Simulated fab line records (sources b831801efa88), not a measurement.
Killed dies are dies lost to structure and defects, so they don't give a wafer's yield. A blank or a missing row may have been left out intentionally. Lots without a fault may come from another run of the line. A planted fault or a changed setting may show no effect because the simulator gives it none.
fab line records + flow gf180mcu
record:
- lots: 14
- wafers: 42
- last-day: 34
route steps=602 shown NWELL@51 PSD@258 CONTACT@311 M1@315
lots untouched by any fault: they come from a run of this same line in which no faults occurred
start-h: start of the lot's first displayed wafer, in hours after the record's first day + wait-h: hours elapsed since this lot's preceding step + " identical to the entry in the row above + L1.1+2: one row covering several wafers at once + - no value, or no start given + * or withheld: withheld + < > ~ a bound
route shown NAME@n: NAME is a module with steps in the file, n the number in the route of the first one + usual: the fault-free wafers' mean and standard deviation + same: alike in all rows + chamber/n: place in a boat + sites: the reading at each site + _std_site: the values' standard deviation + _edge_site: outer sites' mean less inner sites' + radius-mm: how far each site lies from the wafer's centre + mask NAME#n: copy n + behind: the tool/chamber that last shaped the wafer + hold: reason for holding the lot/hours on hold/outcome of the hold + device: whichever transistor did not switch (one of n, p or np) + end of line: tests run on the same wafers once the route is complete + for a step that has no rows: nothing shown but its recipe + killed: at the first sort, the dies lost to defects and structure; wafer yield is something else + map: per-die view of a wafer (x killed, . not killed, _ where there is no die)
set.NAME: the run value of the setting; set.NAME@STEP: its run value at that earlier step + model.NAME: the simulator's own value behind a step, which no gauge read
steps of the route over a sample of lots; a table a step, a row a wafer
services: a tool's chamber out of use, with start hour (start-h, from the record's first day; less than 0 if before it), hours out, and reason
== steps ==
step: GF_NWELL_IMPLANT_09
recipe:
- species: P
- energy-kev: 160
- dose-cm2: 4e+12
- tilt-deg: 0
usual:
- beam-energy-keV: 160.00/0.057
- beam-on-s: 9.99/0.21
- faraday-current-uA: 22.6/0.46
| lot.wafer | tool         | chamber | start-h | wait-h | beam-energy-keV | beam-on-s | faraday-current-uA |
|-----------|--------------|---------|---------|--------|-----------------|-----------|--------------------|
| L204.1    | implanter-02 | 0       | 54.38   | 0.1    | 160.00          | 9.93      | 22.5               |
| L204.2    | "            | 0       | "       | "      | 159.96          | 9.95      | 22.6               |
| L204.5    | "            | 0       | "       | "      | 159.95          | 10.05     | 22.4               |
| L205.1    | implanter-01 | 0       | 62.53   | 0.1    | 159.92          | 9.64      | 23.4               |
| L205.3    | "            | 0       | "       | "      | 160.01          | 10.07     | 22.4               |
| L205.4    | "            | 0       | "       | "      | 159.95          | 10.13     | 22.3               |
| L206.1    | implanter-04 | 0       | 66.98   | 0.1    | 160.02          | 10.04     | 22.4               |
| L206.2    | "            | 0       | "       | "      | 160.00          | 9.96      | 22.6               |
| L206.5    | "            | 0       | "       | "      | 160.03          | 10.34     | 21.8               |
| L207.2    | implanter-01 | 0       | 70.95   | 0.1    | 160.04          | 10.06     | 22.4               |
| L207.3    | "            | 0       | "       | "      | 160.05          | 10.58     | 21.3               |
| L207.5    | "            | 0       | "       | "      | 160.07          | 10.08     | 22.4               |
| L208.1    | implanter-02 | 0       | 76.28   | 0.1    | 160.09          | 10.26     | 22.2               |
| L208.5    | "            | 0       | "       | "      | 160.00          | 10.09     | 22.3               |
| L208.6    | "            | 0       | "       | "      | 160.04          | 9.89      | 23.0               |
| L209.3    | implanter-01 | 0       | 84.03   | 0.1    | 160.02          | 9.77      | 23.0               |
| L209.4    | "            | 0       | "       | "      | 159.97          | 9.92      | 22.6               |
| L209.6    | "            | 0       | "       | "      | 160.05          | 10.15     | 22.2               |
| L210.1    | implanter-01 | 0       | 88.43   | 0.1    | 159.94          | 9.84      | 22.9               |
| L210.3    | "            | 0       | "       | "      | 159.95          | 10.04     | 22.4               |
| L210.6    | "            | 0       | "       | "      | 160.01          | 10.42     | 21.6               |
| L211.3    | implanter-02 | 0       | 94.27   | 0.1    | 160.05          | 9.95      | 22.6               |
| L211.5    | "            | 0       | "       | "      | 160.01          | 9.99      | 22.4               |
| L211.6    | "            | 0       | "       | "      | 159.99          | 10.08     | 22.3               |
| L213.1    | implanter-02 | 0       | 105.27  | 0.1    | 160.03          | 9.88      | 22.8               |
| L213.3    | "            | 0       | "       | "      | 159.94          | 10.01     | 22.6               |
| L213.5    | "            | 0       | "       | "      | 160.10          | 10.09     | 22.4               |
| L215.4    | implanter-02 | -       | 116.26  | 0.1    | -               | -         | -                  |
| L215.5    | "            | -       | "       | "      | -               | -         | -                  |
| L215.6    | "            | -       | "       | "      | -               | -         | -                  |
| L216.2    | implanter-02 | -       | 120.40  | 0.1    | -               | -         | -                  |
| L216.4    | "            | -       | "       | "      | -               | -         | -                  |
| L216.5    | "            | -       | "       | "      | -               | -         | -                  |
| L225.1    | implanter-01 | 0       | 170.07  | 0.1    | 160.00          | 9.73      | 23.2               |
| L225.2    | "            | 0       | "       | "      | 160.01          | 10.10     | 22.3               |
| L225.6    | "            | 0       | "       | "      | 159.99          | 9.72      | 23.2               |
| L226.1    | implanter-04 | 0       | 178.02  | 0.1    | 159.89          | 9.89      | 22.9               |
| L226.3    | "            | 0       | "       | "      | 160.01          | 10.20     | 22.1               |
| L226.6    | "            | 0       | "       | "      | 159.93          | 9.92      | 22.8               |
| L227.1    | implanter-02 | 0       | 184.73  | 0.1    | 159.97          | 10.30     | 21.8               |
| L227.2    | "            | 0       | "       | "      | 159.97          | 9.87      | 22.9               |
| L227.6    | "            | 0       | "       | "      | 159.93          | 9.77      | 23.1               |
step: GF_NWELL_TW_MEAS_11
usual:
- NWELL_TW: 1568/23
| lot.wafer | tool          | chamber | start-h | wait-h | NWELL_TW |
|-----------|---------------|---------|---------|--------|----------|
| L204.1    | film-metro-01 | -       | 54.63   | 0.1    | 1587     |
| L204.2    | "             | -       | "       | "      | 1586     |
| L204.5    | "             | -       | "       | "      | 1588     |
| L205.1    | film-metro-01 | -       | 62.78   | 0.1    | 1583     |
| L205.3    | "             | -       | "       | "      | 1586     |
| L205.4    | "             | -       | "       | "      | 1590     |
| L206.1    | film-metro-01 | -       | 67.23   | 0.1    | 1584     |
| L206.2    | "             | -       | "       | "      | 1588     |
| L206.5    | "             | -       | "       | "      | 1598     |
| L207.2    | film-metro-03 | -       | 71.19   | 0.1    | 1549     |
| L207.3    | "             | -       | "       | "      | 1544     |
| L207.5    | "             | -       | "       | "      | 1552     |
| L208.1    | film-metro-01 | -       | 76.54   | 0.1    | 1601     |
| L208.5    | "             | -       | "       | "      | 1599     |
| L208.6    | "             | -       | "       | "      | 1597     |
| L209.3    | film-metro-01 | -       | 84.25   | 0.1    | 1582     |
| L209.4    | "             | -       | "       | "      | 1594     |
| L209.6    | "             | -       | "       | "      | 1600     |
| L210.1    | film-metro-01 | -       | 88.68   | 0.1    | 1597     |
| L210.3    | "             | -       | "       | "      | 1594     |
| L210.6    | "             | -       | "       | "      | 1608     |
| L211.3    | film-metro-03 | -       | 94.49   | 0.1    | 1542     |
| L211.5    | "             | -       | "       | "      | 1544     |
| L211.6    | "             | -       | "       | "      | 1553     |
| L213.1    | film-metro-03 | -       | 105.52  | 0.1    | 1565     |
| L213.3    | "             | -       | "       | "      | 1563     |
| L213.5    | "             | -       | "       | "      | 1542     |
| L215.4    | film-metro-02 | -       | 116.46  | 0.1    | 1469     |
| L215.5    | "             | -       | "       | "      | 1462     |
| L215.6    | "             | -       | "       | "      | 1455     |
| L216.2    | film-metro-03 | -       | 120.64  | 0.1    | 1478     |
| L216.4    | "             | -       | "       | "      | 1476     |
| L216.5    | "             | -       | "       | "      | 1479     |
| L225.1    | film-metro-03 | -       | 170.32  | 0.1    | 1550     |
| L225.2    | "             | -       | "       | "      | 1549     |
| L225.6    | "             | -       | "       | "      | 1544     |
| L226.1    | film-metro-03 | -       | 178.27  | 0.1    | 1550     |
| L226.3    | "             | -       | "       | "      | 1550     |
| L226.6    | "             | -       | "       | "      | 1549     |
| L227.1    | film-metro-01 | -       | 184.98  | 0.1    | 1577     |
| L227.2    | "             | -       | "       | "      | 1590     |
| L227.6    | "             | -       | "       | "      | 1585     |
step: GF_VT_IMPLANT_RS_MEAS_47
recipe:
- thk-meas-gauge: four-point-probe
usual:
- NWELL_RS: 487.7/1.3
| lot.wafer | tool          | chamber | start-h | wait-h | NWELL_RS[ohm/sq] |
|-----------|---------------|---------|---------|--------|------------------|
| L204.1    | film-metro-01 | -       | 156.12  | 0.1    | 486.7            |
| L204.2    | "             | -       | "       | "      | 486.7            |
| L204.5    | "             | -       | "       | "      | 486.8            |
| L205.1    | film-metro-02 | -       | 166.26  | 0.1    | 488.5            |
| L205.3    | "             | -       | "       | "      | 488.6            |
| L205.4    | "             | -       | "       | "      | 487.9            |
| L206.1    | film-metro-03 | -       | 172.16  | 0.1    | 488.7            |
| L206.2    | "             | -       | "       | "      | 488.4            |
| L206.5    | "             | -       | "       | "      | 487.4            |
| L207.2    | film-metro-01 | -       | 177.47  | 0.1    | 487.5            |
| L207.3    | "             | -       | "       | "      | 488.5            |
| L207.5    | "             | -       | "       | "      | 488.4            |
| L208.1    | film-metro-01 | -       | 182.31  | 0.1    | 487.0            |
| L208.5    | "             | -       | "       | "      | 487.1            |
| L208.6    | "             | -       | "       | "      | 486.9            |
| L209.3    | film-metro-01 | -       | 193.81  | 0.1    | 489.2            |
| L209.4    | "             | -       | "       | "      | 487.6            |
| L209.6    | "             | -       | "       | "      | 488.5            |
| L210.1    | film-metro-02 | -       | 197.16  | 0.1    | 488.7            |
| L210.3    | "             | -       | "       | "      | 487.8            |
| L210.6    | "             | -       | "       | "      | 487.3            |
| L211.3    | film-metro-01 | -       | 205.60  | 0.1    | 489.8            |
| L211.5    | "             | -       | "       | "      | 489.1            |
| L211.6    | "             | -       | "       | "      | 487.9            |
| L213.1    | film-metro-01 | -       | 220.16  | 0.1    | 489.8            |
| L213.3    | "             | -       | "       | "      | 489.2            |
| L213.5    | "             | -       | "       | "      | 488.4            |
| L215.4    | film-metro-02 | -       | 232.31  | 0.1    | -                |
| L215.5    | "             | -       | "       | "      | -                |
| L215.6    | "             | -       | "       | "      | -                |
| L216.2    | film-metro-02 | -       | 236.58  | 0.1    | -                |
| L216.4    | "             | -       | "       | "      | -                |
| L216.5    | "             | -       | "       | "      | -                |
| L225.1    | film-metro-02 | -       | 300.31  | 0.1    | 486.2            |
| L225.2    | "             | -       | "       | "      | 486.5            |
| L225.6    | "             | -       | "       | "      | 487.6            |
| L226.1    | film-metro-03 | -       | 309.25  | 0.1    | 487.5            |
| L226.3    | "             | -       | "       | "      | 487.3            |
| L226.6    | "             | -       | "       | "      | 486.6            |
| L227.1    | film-metro-01 | -       | 317.11  | 0.1    | 489.0            |
| L227.2    | "             | -       | "       | "      | 487.2            |
| L227.6    | "             | -       | "       | "      | 488.4            |
step: GF_PSD_STRIP_10
recipe:
- chemistry: O2/N2
- power-w: 1400
- pressure-mtorr: 1500
- platen-temp-c: 250
- o2-flow-sccm: 3000
- n2-flow-sccm: 300
- overash-fraction: 0.5
usual:
- drypump-motor-current-A: 5.6/0.44
- heater-power-w: 319/41
- oes-product-au: 0.592/0.0044
- strip-time-to-endpoint-s: 16.55/0.046
| lot.wafer | tool            | chamber | start-h | wait-h | drypump-motor-current-A | heater-power-w | oes-product-au | rf-hours-counter-h | strip-time-to-endpoint-s |
|-----------|-----------------|---------|---------|--------|-------------------------|----------------|----------------|--------------------|--------------------------|
| L204.1    | plasma-asher-01 | 1       | 314.30  | 0.1    | 5.0                     | 343            | 0.585          | 20                 | 16.50                    |
| L204.2    | "               | 0       | "       | "      | 5.5                     | 285            | 0.587          | 20                 | 16.55                    |
| L204.5    | "               | 0       | "       | "      | 5.5                     | 283            | 0.594          | -                  | 16.56                    |
| L205.1    | plasma-asher-01 | 1       | 326.19  | 0.1    | 5.0                     | 349            | 0.594          | 21                 | 16.57                    |
| L205.3    | "               | 1       | "       | "      | 5.0                     | 349            | 0.598          | -                  | 16.58                    |
| L205.4    | "               | 0       | "       | "      | 5.5                     | 285            | 0.594          | -                  | 16.54                    |
| L206.1    | plasma-asher-01 | 0       | 334.55  | 0.1    | 5.5                     | 286            | 0.598          | 22                 | 16.53                    |
| L206.2    | "               | 1       | "       | "      | 5.0                     | 348            | 0.594          | 22                 | 16.57                    |
| L206.5    | "               | 1       | "       | "      | 5.0                     | 347            | 0.595          | -                  | 16.61                    |
| L207.2    | plasma-asher-04 | 0       | 340.69  | 0.1    | 6.3                     | 301            | 0.597          | 55                 | 16.57                    |
| L207.3    | "               | 0       | "       | "      | 6.3                     | 305            | 0.592          | -                  | 16.53                    |
| L207.5    | "               | 0       | "       | "      | 6.3                     | 306            | 0.590          | -                  | 16.53                    |
| L208.1    | plasma-asher-01 | 0       | 348.54  | 0.1    | 5.5                     | 281            | 0.589          | 23                 | 16.58                    |
| L208.5    | "               | 1       | "       | "      | 5.1                     | 350            | 0.590          | -                  | 16.60                    |
| L208.6    | "               | 0       | "       | "      | 5.5                     | 278            | 0.589          | -                  | 16.59                    |
| L209.3    | plasma-asher-04 | 0       | 362.43  | 0.1    | 6.3                     | 304            | 0.589          | -                  | 16.52                    |
| L209.4    | "               | 1       | "       | "      | 5.3                     | 319            | 0.595          | -                  | 16.53                    |
| L209.6    | "               | 1       | "       | "      | 5.3                     | 313            | 0.587          | -                  | 16.48                    |
| L210.1    | plasma-asher-04 | 0       | 366.10  | 0.1    | 6.3                     | 300            | 0.602          | 57                 | 16.57                    |
| L210.3    | "               | 1       | "       | "      | 5.3                     | 326            | 0.600          | -                  | 16.58                    |
| L210.6    | "               | 0       | "       | "      | 6.3                     | 308            | 0.593          | -                  | 16.63                    |
| L211.3    | plasma-asher-01 | 0       | 379.53  | 0.1    | 5.5                     | 292            | 0.594          | -                  | 16.53                    |
| L211.5    | "               | 0       | "       | "      | 5.5                     | 287            | 0.586          | -                  | 16.50                    |
| L211.6    | "               | 1       | "       | "      | 5.0                     | 355            | 0.590          | -                  | 16.53                    |
| L213.1    | plasma-asher-02 | 1       | 398.69  | 0.1    | 5.9                     | 271            | 0.593          | 77                 | 16.59                    |
| L213.3    | "               | 1       | "       | "      | 5.9                     | 272            | 0.584          | -                  | 16.55                    |
| L213.5    | "               | 0       | "       | "      | 5.4                     | 420            | 0.588          | -                  | 16.55                    |
| L225.1    | plasma-asher-04 | 0       | 496.55  | 0.1    | 6.3                     | 302            | 0.603          | 69                 | 16.52                    |
| L225.2    | "               | 1       | "       | "      | 5.3                     | 316            | 0.598          | 69                 | 16.50                    |
| L225.6    | "               | 0       | "       | "      | 6.3                     | 303            | 0.594          | -                  | 16.48                    |
| L226.1    | plasma-asher-01 | 1       | 505.26  | 0.1    | 5.0                     | 346            | 0.599          | 40                 | 16.53                    |
| L226.3    | "               | 1       | "       | "      | 5.0                     | 343            | 0.591          | -                  | 16.48                    |
| L226.6    | "               | 0       | "       | "      | 5.5                     | 282            | 0.598          | -                  | 16.51                    |
| L227.1    | plasma-asher-02 | 0       | 514.50  | 0.1    | 5.3                     | 395            | 0.590          | 8                  | 16.49                    |
| L227.2    | "               | 1       | "       | "      | 5.9                     | 265            | 0.586          | 8                  | 16.53                    |
| L227.6    | "               | 0       | "       | "      | 5.3                     | 390            | 0.598          | -                  | 16.48                    |
step: GF_CONTACT_CVD_24
recipe:
- material: W
- target-thk-nm: 300
- time-s: 90.339
- temp-c: 400
- pressure-torr: 40
usual:
- heater-power-w: 862/58
same:
- time-s: 90.339
| lot.wafer | tool     | chamber | start-h | wait-h | heater-power-w | since-wet-clean-h |
|-----------|----------|---------|---------|--------|----------------|-------------------|
| L204.1    | cvd-w-02 | 1       | 359.34  | 0.0    | 929            | 969               |
| L204.2    | "        | 0       | "       | "      | 1025           | 969               |
| L204.5    | "        | 1       | "       | "      | 906            | -                 |
| L205.1    | cvd-w-01 | 0       | 371.87  | 0.0    | 835            | 468               |
| L205.3    | "        | 1       | "       | "      | 808            | -                 |
| L205.4    | "        | 0       | "       | "      | 842            | -                 |
| L206.1    | cvd-w-02 | 0       | 381.41  | 0.0    | 1017           | 991               |
| L206.2    | "        | 1       | "       | "      | 936            | 991               |
| L206.5    | "        | 1       | "       | "      | 921            | -                 |
| L207.2    | cvd-w-01 | 0       | 388.40  | 0.1    | 831            | -                 |
| L207.3    | "        | 0       | "       | "      | 825            | -                 |
| L207.5    | "        | 0       | "       | "      | 829            | -                 |
| L208.1    | cvd-w-01 | 0       | 397.11  | 0.0    | 844            | 493               |
| L208.5    | "        | 1       | "       | "      | 828            | -                 |
| L208.6    | "        | 0       | "       | "      | 849            | -                 |
| L209.3    | cvd-w-01 | 0       | 410.95  | 0.1    | 829            | -                 |
| L209.4    | "        | 1       | "       | "      | 824            | -                 |
| L209.6    | "        | 0       | "       | "      | 831            | -                 |
| L210.1    | cvd-w-02 | 1       | 414.37  | 0.0    | 863            | 10                |
| L210.3    | "        | 1       | "       | "      | 839            | -                 |
| L210.6    | "        | 0       | "       | "      | 977            | -                 |
| L211.3    | cvd-w-01 | 1       | 429.56  | 0.1    | 797            | -                 |
| L211.5    | "        | 0       | "       | "      | 847            | -                 |
| L211.6    | "        | 1       | "       | "      | 827            | -                 |
| L213.1    | cvd-w-01 | 0       | 449.21  | 0.0    | 846            | 545               |
| L213.3    | "        | 1       | "       | "      | 822            | -                 |
| L213.5    | "        | 0       | "       | "      | 831            | -                 |
| L225.1    | cvd-w-01 | 1       | 546.30  | 0.0    | 837            | 642               |
| L225.2    | "        | 1       | "       | "      | 834            | -                 |
| L225.6    | "        | 1       | "       | "      | 836            | -                 |
| L226.1    | cvd-w-02 | 0       | 553.50  | 0.0    | 1006           | 150               |
| L226.3    | "        | 1       | "       | "      | 874            | -                 |
| L226.6    | "        | 0       | "       | "      | 1008           | -                 |
| L227.1    | cvd-w-01 | 1       | 562.46  | 0.0    | 817            | 658               |
| L227.2    | "        | 0       | "       | "      | 829            | 658               |
| L227.6    | "        | 0       | "       | "      | 842            | -                 |
step: GF_M1_SPUTTER_00
recipe:
- material: Ti
- target-thk-nm: 37.5
- arriving-ion-energy-ev: 80
- substrate-temp-c: 200
- chamber-pressure-pa: 2
- power-w: 4000
- time-s: 150
usual:
- throttle-valve-pct: 30.1/0.7
same:
- time-s: 150
| lot.wafer | tool           | chamber | start-h | wait-h | throttle-valve-pct |
|-----------|----------------|---------|---------|--------|--------------------|
| L204.1    | pvd-sputter-01 | -       | 359.92  | 0.2    | 28.9               |
| L204.2    | "              | -       | "       | "      | 30.3               |
| L204.5    | "              | -       | "       | "      | 30.1               |
| L205.1    | pvd-sputter-01 | -       | 372.45  | 0.1    | 30.2               |
| L205.3    | "              | -       | "       | "      | 29.0               |
| L205.4    | "              | -       | "       | "      | 29.9               |
| L206.1    | pvd-sputter-03 | -       | 381.99  | 0.2    | 29.6               |
| L206.2    | "              | -       | "       | "      | 30.4               |
| L206.5    | "              | -       | "       | "      | 30.2               |
| L207.2    | pvd-sputter-04 | -       | 389.05  | 0.1    | 30.4               |
| L207.3    | "              | -       | "       | "      | 30.3               |
| L207.5    | "              | -       | "       | "      | 30.1               |
| L208.1    | pvd-sputter-04 | -       | 397.69  | 0.2    | 30.2               |
| L208.5    | "              | -       | "       | "      | 28.5               |
| L208.6    | "              | -       | "       | "      | 30.2               |
| L209.3    | pvd-sputter-01 | -       | 411.66  | 0.2    | 29.5               |
| L209.4    | "              | -       | "       | "      | 29.9               |
| L209.6    | "              | -       | "       | "      | 29.0               |
| L210.1    | pvd-sputter-01 | -       | 414.95  | 0.1    | 29.0               |
| L210.3    | "              | -       | "       | "      | 30.3               |
| L210.6    | "              | -       | "       | "      | 30.3               |
| L211.3    | pvd-sputter-03 | -       | 430.11  | 0.2    | 30.3               |
| L211.5    | "              | -       | "       | "      | 31.0               |
| L211.6    | "              | -       | "       | "      | 30.5               |
| L213.1    | pvd-sputter-04 | -       | 449.79  | 0.1    | 30.4               |
| L213.3    | "              | -       | "       | "      | 30.0               |
| L213.5    | "              | -       | "       | "      | 30.4               |
| L225.1    | pvd-sputter-01 | -       | 547.23  | 0.1    | 30.0               |
| L225.2    | "              | -       | "       | "      | 30.3               |
| L225.6    | "              | -       | "       | "      | 29.4               |
| L226.1    | pvd-sputter-01 | -       | 554.08  | 0.2    | 30.2               |
| L226.3    | "              | -       | "       | "      | 29.2               |
| L226.6    | "              | -       | "       | "      | 30.1               |
| L227.1    | pvd-sputter-03 | -       | 563.04  | 0.1    | 28.9               |
| L227.2    | "              | -       | "       | "      | 31.0               |
| L227.6    | "              | -       | "       | "      | 29.1               |
== services ==
| tool            | chamber | start-h | hours | kind   |
|-----------------|---------|---------|-------|--------|
| implanter-02    | -       | 39.45   | 5.5   | pm     |
| implanter-01    | -       | 50.85   | 4.5   | pm     |
| pvd-sputter-01  | -       | 87.80   | 1.8   | repair |
| implanter-01    | -       | 98.35   | 3.4   | repair |
| plasma-asher-01 | -       | 108.75  | 9.0   | pm     |
| cvd-w-01        | -       | 119.70  | 1.1   | repair |
| implanter-02    | -       | 139.99  | 2.9   | repair |
| cvd-w-01        | 1       | 185.41  | 5.7   | repair |
| cvd-w-01        | 0       | 212.02  | 10.2  | repair |
| implanter-02    | -       | 272.53  | 6.6   | repair |
| pvd-sputter-01  | -       | 275.04  | 3.7   | repair |
| plasma-asher-01 | -       | 377.05  | 1.8   | repair |
| cvd-w-01        | 1       | 379.19  | 11.1  | repair |
| pvd-sputter-01  | -       | 387.58  | 1.8   | repair |
| implanter-02    | -       | 422.42  | 2.4   | repair |
| cvd-w-01        | 1       | 430.45  | 10.1  | repair |
| implanter-02    | -       | 439.46  | 84.0  | pm     |
| plasma-asher-01 | -       | 457.79  | 2.6   | repair |
| cvd-w-01        | -       | 485.07  | 2.8   | pm     |
| implanter-02    | -       | 528.45  | 4.7   | pm     |
| cvd-w-01        | -       | 533.01  | 6.9   | pm     |
| implanter-02    | -       | 536.84  | 6.3   | repair |
| plasma-asher-01 | -       | 540.73  | 18.3  | repair |
| cvd-w-01        | 0       | 542.28  | 15.1  | repair |
== key ==
first-sign:
- step: GF_NWELL_IMPLANT_09
- reading: tool-record
- direction: missing
effect:
- step: GF_NWELL_TW_MEAS_11
- reading: NWELL_TW
- direction: down
- sigmas: 4.3
- usual: 1568
- struck: 1470
effect:
- step: GF_VT_IMPLANT_RS_MEAS_47
- reading: NWELL_RS
- direction: missing
met-at GF_NWELL_IMPLANT_09
struck-lots L215,L216
later-rows-left-out L215.4,L215.5,L215.6,L216.2,L216.4,L216.5
sort-left-out L215.4,L215.5,L215.6,L216.2,L216.4,L216.5
tester-left-out L215,L216
not-acting-at GF_PSD_STRIP_10,GF_CONTACT_CVD_24,GF_M1_SPUTTER_00
onset-between 105.27 116.26
fault:
- kind: skipped-step-whole
- tool: implanter-02
- chamber: -
- onset-h: 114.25
- steps: GF_NWELL_IMPLANT_09
- scope: struck-lots-only
tester-left-out: of these lots the tester's yield and bins aren't shown, on N5 and GAA mostly nor the transistor test; their killed dies are dies lost to structure and defects alone, not to doping, threshold or leakage, so they don't give the yield
sort-left-out: the simulated sort isn't trusted on such a fault, so these wafers' sort isn't shown, and their yield isn't known
later-rows-left-out: the simulator's readings of these wafers behind a module that went badly wrong aren't trusted and aren't shown, but for the sort
